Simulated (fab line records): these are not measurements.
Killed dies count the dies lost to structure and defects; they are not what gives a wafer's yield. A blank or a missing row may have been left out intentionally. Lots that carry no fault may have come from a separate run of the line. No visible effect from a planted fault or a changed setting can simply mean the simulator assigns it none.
One fault through the eyes of 2 desks + flow gf180mcu + every desk sees just its own numbers, and what lay behind them comes last

## TOOL OWNER'S DESK, pvdSputter-04
At GF_M4_SPUTTER_04 (material TiN, target thk 50 nm, time 41.7 s) the tool's own readings: per lot run on this tool, the mean of the sampled wafers that have a number. Marked OUT: a lot whose mean sits more than 4 standard deviations from the usual mean, which makes it out of limits; the brackets give that distance.
Columns: A = cathodeDcPowerW at GF_M4_SPUTTER_04, usual 6500.3 W; B = chamberPressurePa at GF_M4_SPUTTER_04, usual 0.4001 Pa; C = throttleValvePct at GF_M4_SPUTTER_04, usual 30.0 %
| lot  | first seen here | A      | B                | C    |
|------|-----------------|--------|------------------|------|
| L596 | day 24 20:15    | 6499.7 | 0.3999           | 29.3 |
| L598 | day 25 09:31    | 6500.1 | 0.3998           | 30.0 |
| L600 | day 26 02:04    | 6500.2 | 0.3999           | 30.3 |
| L601 | day 26 07:29    | 6501.3 | 0.4000           | 30.2 |
| L609 | day 28 20:25    | 6501.1 | 0.4136 (+18) OUT | 29.8 |
This desk finds L609 out of limits, L609 being first, at day 28 20:25 (chamberPressurePa at GF_M4_SPUTTER_04). L596, L598, L600, L601: within limits.

## AT THE METROLOGY DESK
Means of the sampled wafers that have a number, per lot and without regard to the tool the lot ran on: this is what the gauges read. Marked OUT: a lot whose mean sits more than 4 standard deviations from the usual mean, which makes it out of limits; the brackets give that distance.
Columns: A = M4_ALCU_THK at GF_M4_THK_MEAS_06, usual 459 nm
| lot  | first seen here | A   |
|------|-----------------|-----|
| L590 | day 22 13:17    | 460 |
| L591 | day 22 22:49    | 458 |
| L595 | day 24 05:52    | 460 |
| L596 | day 24 20:25    | 465 |
| L598 | day 25 09:41    | 463 |
| L599 | day 25 22:38    | 461 |
| L600 | day 26 02:14    | 461 |
| L601 | day 26 07:40    | 454 |
| L607 | day 28 02:43    | 456 |
| L609 | day 28 20:36    | 464 |
| L612 | day 29 15:59    | 459 |
| L613 | day 29 22:49    | 453 |
Result from this desk: across the 12 lots, nothing is out of limits.

## TAKEN TOGETHER
An alarm could have come from the tool owner's desk at day 28 20:25, on L609.
At the metrology desk, nothing out of limits was observed.
The metrology desk has L609 on record, within its limits.
All the named lots went through GF_M4_SPUTTER_04 on pvdSputter-04.

## WHAT THE SIMULATOR HAD INSERTED
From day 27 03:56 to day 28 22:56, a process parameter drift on pvdSputter-04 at GF_M4_SPUTTER_04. The setting chamberPressurePa was moved by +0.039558, starting from 0.4. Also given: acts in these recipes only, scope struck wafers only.
Shown lots that were struck: L609.
Hours from the fault's start to each desk's first reading out of limits: the tool owner's desk, 40.
